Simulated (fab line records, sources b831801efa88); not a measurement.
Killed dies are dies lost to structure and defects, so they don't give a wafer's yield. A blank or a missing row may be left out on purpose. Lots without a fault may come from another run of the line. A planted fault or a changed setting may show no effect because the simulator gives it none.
A struck lot beside a sound one | flow gf180mcu | 16 steps out of a route of 602
Sound: wafers L179.2, L179.3, L179.5. Struck: wafers L187.2, L187.3, L187.6. The cause comes at the end.
At each step with rows: each side's tool, then ch and its chambers, then its first start. Under that, the readings that differ: sound wafers | struck wafers | difference of the means | sigmas: that difference in standard deviations of wafers without a fault.
alike: readings whose means differ by less than 2 such deviations, and words and numbers that are the same on both sides. not compared: withheld readings, readings that some wafer has no value for, bounds like >300 that may hide the same value, and numbers for which the record gives no deviation and whose values overlap.
The two part at a step that has a row with sigmas, a row that says differs or no value, or rows on one side only. Numbers that don't overlap but have no deviation are shown without sigmas and don't part them. A reading that every wafer of one side lacks parts them only if that side has two wafers or more.

first, 3 steps without rows for these wafers: GF_LVPWELL_EXPOSE_04 (exposes mask LVPWELL, target cd 600 nm); GF_LVPWELL_PEB_05; GF_LVPWELL_DEVELOP_06 (develop time 57.42 s).
GF_LVPWELL_OVL_MEAS_07:
  sound on overlay-01, day 4 01:50; struck on overlay-01, day 5 22:44
  alike: LVPWELL_OVL
then, 2 steps without rows for these wafers: GF_LVPWELL_IMPLANT_08; GF_LVPWELL_IMPLANT_09.
GF_LVPWELL_STRIP_10: strips in O2/N2.
  sound on plasma_asher-01 ch 0,1, day 4 02:10; struck on plasma_asher-03 ch 0,1, day 5 23:04
  alike: drypump_motor_current_A, heater_power_w, oes_product_au, strip_time_to_endpoint_s
  not compared: rf_hours_counter_h
GF_LVPWELL_TW_MEAS_11:
  sound on film_metro-04, day 4 02:17; struck on film_metro-04, day 5 23:11
  alike: LVPWELL_TW
then, 4 steps without rows for these wafers: GF_MVSD_DEHYDRATE_00 (time 60 s); GF_MVSD_HMDS_01 (prime time 60 s); GF_MVSD_COAT_02 (resist thk 3000 nm); GF_MVSD_SOFTBAKE_03.
GF_MVSD_EXPOSE_04: exposes mask MVSD, target cd 1000 nm.
  sound on iline_stepper-02 ch 0, day 4 09:23; struck on iline_stepper-02 ch 0, day 6 05:51
  reading                      | sound                   | struck            | difference | sigmas
  model.MVSD.overlay_x_nm (nm) | 0.09506 0.09506 0.09506 | 173.9 173.9 173.9 | +173.8     |
  alike: mask
then, 2 steps without rows for these wafers: GF_MVSD_PEB_05; GF_MVSD_DEVELOP_06 (develop time 60 s).
GF_MVSD_OVL_MEAS_07:
  sound on overlay-01, day 4 15:17; struck on overlay-02, day 6 13:39
  reading       | sound         | struck            | difference | sigmas
  MVSD_OVL (nm) | -0.7 1.2 -0.6 | 175.7 176.1 176.1 | +176.0     | +99 or more
  not compared: hold

WHERE THEY PART
Only at GF_MVSD_OVL_MEAS_07, within this record.

WHY: what the simulator had put in
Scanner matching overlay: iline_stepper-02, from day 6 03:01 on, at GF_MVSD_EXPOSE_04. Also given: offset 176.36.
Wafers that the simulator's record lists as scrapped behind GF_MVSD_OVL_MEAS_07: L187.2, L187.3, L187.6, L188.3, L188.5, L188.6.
